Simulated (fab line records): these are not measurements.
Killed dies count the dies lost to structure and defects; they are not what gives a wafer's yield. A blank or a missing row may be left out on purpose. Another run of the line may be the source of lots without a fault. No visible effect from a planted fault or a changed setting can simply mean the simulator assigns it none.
Which tool was responsible? :: flow sky130 :: Sampling: 15 lots, 45 wafers, 3 of 708 route steps

## WHAT THE GAUGES READ, wafer by wafer
SKY_SD_N_RS_MEAS_18: a four-point-probe measurement.
lot: L836
measured: day 27 20:27
on: film-metro-01
RES_XHIGH_RS (ohm/sq): 329.3 329.2 328.9

lot: L837
measured: day 28 10:08
on: film-metro-01
RES_XHIGH_RS (ohm/sq): 326.5 327.2 327.2

lot: L838
measured: day 28 15:28
on: film-metro-02
RES_XHIGH_RS (ohm/sq): 331.6 332.6 330.8

lot: L841
measured: day 29 20:08
on: film-metro-02
RES_XHIGH_RS (ohm/sq): 330.1 330.2 330.6

lot: L842
measured: day 30 04:43
on: film-metro-01
RES_XHIGH_RS (ohm/sq): 330.7 330.7 329.6

lot: L843
measured: day 30 17:06
on: film-metro-04
RES_XHIGH_RS (ohm/sq): 329.2 329.6 331.7

lot: L844
measured: day 30 20:04
on: film-metro-04
RES_XHIGH_RS (ohm/sq): 329.6 331.2 330.0

lot: L849
measured: day 32 10:41
on: film-metro-04
RES_XHIGH_RS (ohm/sq): 330.6 330.1 330.3

lot: L852
measured: day 33 15:32
on: film-metro-04
RES_XHIGH_RS (ohm/sq): 329.7 329.3 329.7

lot: L853
measured: day 33 20:07
on: film-metro-02
RES_XHIGH_RS (ohm/sq): 329.2 329.2 330.1

lot: L854
measured: day 33 22:43
on: film-metro-04
RES_XHIGH_RS (ohm/sq): 329.8 329.9 329.6

lot: L855
measured: day 34 09:03
on: film-metro-02
RES_XHIGH_RS (ohm/sq): 329.9 330.5 329.2

lot: L856
measured: day 34 13:55
on: film-metro-04
RES_XHIGH_RS (ohm/sq): 330.4 332.4 330.9

lot: L857
measured: day 34 22:15
on: film-metro-01
RES_XHIGH_RS (ohm/sq): 328.7 328.4 327.7

lot: L858
measured: day 35 03:07
on: film-metro-01
RES_XHIGH_RS (ohm/sq): 330.4 329.7 331.8

SKY_LI_CONTACT_OVL_MEAS_13.
lot: L836
measured: day 29 02:10
on: overlay-02
LI_CONTACT_OVL (nm): -2 -1 0

lot: L837
measured: day 29 15:22
on: overlay-01
LI_CONTACT_OVL (nm): -3 2 4

lot: L838
measured: day 29 20:43
on: overlay-02
LI_CONTACT_OVL (nm): 8 7 1

lot: L841
measured: day 31 00:07
on: overlay-01
LI_CONTACT_OVL (nm): 1 0 5

lot: L842
measured: day 31 08:31
on: overlay-01
LI_CONTACT_OVL (nm): -5 -2 -8

lot: L843
measured: day 31 20:43
on: overlay-02
LI_CONTACT_OVL (nm): 3 -1 -1

lot: L844
measured: day 32 00:23
on: overlay-02
LI_CONTACT_OVL (nm): 0 13 5

lot: L849
measured: day 33 14:13
on: overlay-01
LI_CONTACT_OVL (nm): -3 2 3

lot: L852
measured: day 34 18:37
on: overlay-02
LI_CONTACT_OVL (nm): 2 4 2

lot: L853
measured: day 34 23:21
on: overlay-02
LI_CONTACT_OVL (nm): -3 6 -3

lot: L854
measured: day 35 01:06
on: overlay-02
LI_CONTACT_OVL (nm): -6 -7 -15

lot: L855
measured: day 35 12:02
on: overlay-02
LI_CONTACT_OVL (nm): -2 -5 4

lot: L856
measured: day 35 17:44
on: overlay-02
LI_CONTACT_OVL (nm): -2 8 -5

lot: L857
measured: day 36 01:19
on: overlay-02
LI_CONTACT_OVL (nm): -4 -1 -1

lot: L858
measured: day 36 06:04
on: overlay-02
LI_CONTACT_OVL (nm): -2 -1 0

## TOOL THAT RAN EACH LOT (tool first, then ch and the chambers of the sampled wafers, then the start)
lot: L836
SKY_SD_N_STRIP_11: plasma-asher-04 ch 0,1, day 27 19:48

lot: L837
SKY_SD_N_STRIP_11: plasma-asher-01 ch 0,1, day 28 09:29

lot: L838
SKY_SD_N_STRIP_11: plasma-asher-04 ch 0,1, day 28 14:51

lot: L841
SKY_SD_N_STRIP_11: plasma-asher-02 ch 0,1, day 29 19:29

lot: L842
SKY_SD_N_STRIP_11: plasma-asher-02 ch 0,1, day 30 04:05

lot: L843
SKY_SD_N_STRIP_11: plasma-asher-01 ch 0,1, day 30 16:28

lot: L844
SKY_SD_N_STRIP_11: plasma-asher-02 ch 0,1, day 30 19:25

lot: L849
SKY_SD_N_STRIP_11: plasma-asher-01 ch 0,1, day 32 10:03

lot: L852
SKY_SD_N_STRIP_11: plasma-asher-01 ch 0,1, day 33 14:52

lot: L853
SKY_SD_N_STRIP_11: plasma-asher-04 ch 0,1, day 33 19:29

lot: L854
SKY_SD_N_STRIP_11: plasma-asher-04 ch 0,1, day 33 22:05

lot: L855
SKY_SD_N_STRIP_11: plasma-asher-04 ch 0,1, day 34 08:25

lot: L856
SKY_SD_N_STRIP_11: plasma-asher-04 ch 0,1, day 34 13:17

lot: L857
SKY_SD_N_STRIP_11: plasma-asher-01 ch 0,1, day 34 21:37

lot: L858
SKY_SD_N_STRIP_11: plasma-asher-02 ch 0,1, day 35 02:30
- SKY_SD_N_STRIP_11: strips in O2/N2.

## AS READ BY THE TOOLS THEMSELVES (means over the sampled wafers that have a number; for cases with no such wafer, the mark the record gives instead)
SKY_SD_N_STRIP_11.
lot: L836
tool: plasma-asher-04
chamber-pressure-mTorr (mTorr): 1499.1
drypump-motor-current-A (A): 5.8
oes-product-au (a.u.): 0.526
strip-time-to-endpoint-s (s): 22.51

lot: L837
tool: plasma-asher-01
chamber-pressure-mTorr (mTorr): 1499.9
drypump-motor-current-A (A): 5.9
oes-product-au (a.u.): 0.530
strip-time-to-endpoint-s (s): 22.51

lot: L838
tool: plasma-asher-04
chamber-pressure-mTorr (mTorr): 1500.3
drypump-motor-current-A (A): 6.3
oes-product-au (a.u.): 0.533
strip-time-to-endpoint-s (s): 22.49

lot: L841
tool: plasma-asher-02
chamber-pressure-mTorr (mTorr): 1499.2
drypump-motor-current-A (A): 5.8
oes-product-au (a.u.): 0.533
strip-time-to-endpoint-s (s): 22.50

lot: L842
tool: plasma-asher-02
chamber-pressure-mTorr (mTorr): 1500.2
drypump-motor-current-A (A): 5.6
oes-product-au (a.u.): 0.528
strip-time-to-endpoint-s (s): 22.49

lot: L843
tool: plasma-asher-01
chamber-pressure-mTorr (mTorr): 1499.6
drypump-motor-current-A (A): 5.8
oes-product-au (a.u.): 0.526
strip-time-to-endpoint-s (s): 22.51

lot: L844
tool: plasma-asher-02
chamber-pressure-mTorr (mTorr): 1498.9
drypump-motor-current-A (A): 5.8
oes-product-au (a.u.): 0.523
strip-time-to-endpoint-s (s): 22.48

lot: L849
tool: plasma-asher-01
chamber-pressure-mTorr (mTorr): 1500.5
drypump-motor-current-A (A): 5.9
oes-product-au (a.u.): 0.526
strip-time-to-endpoint-s (s): 22.44

lot: L852
tool: plasma-asher-01
chamber-pressure-mTorr (mTorr): -
drypump-motor-current-A (A): -
oes-product-au (a.u.): -
strip-time-to-endpoint-s (s): -

lot: L853
tool: plasma-asher-04
chamber-pressure-mTorr (mTorr): -
drypump-motor-current-A (A): -
oes-product-au (a.u.): -
strip-time-to-endpoint-s (s): -

lot: L854
tool: plasma-asher-04
chamber-pressure-mTorr (mTorr): -
drypump-motor-current-A (A): -
oes-product-au (a.u.): -
strip-time-to-endpoint-s (s): -

lot: L855
tool: plasma-asher-04
chamber-pressure-mTorr (mTorr): 1501.1
drypump-motor-current-A (A): 5.8
oes-product-au (a.u.): 0.528
strip-time-to-endpoint-s (s): 22.51

lot: L856
tool: plasma-asher-04
chamber-pressure-mTorr (mTorr): 1500.9
drypump-motor-current-A (A): 6.2
oes-product-au (a.u.): 0.528
strip-time-to-endpoint-s (s): 22.46

lot: L857
tool: plasma-asher-01
chamber-pressure-mTorr (mTorr): 1500.4
drypump-motor-current-A (A): 5.8
oes-product-au (a.u.): 0.522
strip-time-to-endpoint-s (s): 22.47

lot: L858
tool: plasma-asher-02
chamber-pressure-mTorr (mTorr): 1499.8
drypump-motor-current-A (A): 5.8
oes-product-au (a.u.): 0.525
strip-time-to-endpoint-s (s): 22.51

## THE ANSWER, worked out from the rows above alone
Rule: what is usual is taken from the lots themselves. Put in order of their means at a reading, lots are off if they are a third of the lots or fewer, leave a main group of 4 or more, and stand apart from it by a gap of 3 or more times the standard deviation of the main group's means; of several such gaps the widest counts. The tables above print the reading to a certain number of digits; a main group whose means all agree to those digits is not used. Also off: a lot with no number at a reading for which 4 or more lots have one. The other lots that the step has rows for count as sound. First the gauges in route order, then the tools' own readings, where a lot's mean is used as printed above. The first step at which some lot is off is used, and at that step the reading that is off furthest; a lot without a number counts as furthest.
Off: L852, L853, L854 (SKY_SD_N_STRIP_11, chamber-pressure-mTorr). Without a number there: L852, L853, L854. Mean 1500.0 mTorr and standard deviation 0.67 in the main group.
A tool fits if, at that step or a process step before it, it ran every lot that is off, and no sound lot after the first of them. None of those tried fits.

## WHAT WAS PUT IN BY THE SIMULATOR
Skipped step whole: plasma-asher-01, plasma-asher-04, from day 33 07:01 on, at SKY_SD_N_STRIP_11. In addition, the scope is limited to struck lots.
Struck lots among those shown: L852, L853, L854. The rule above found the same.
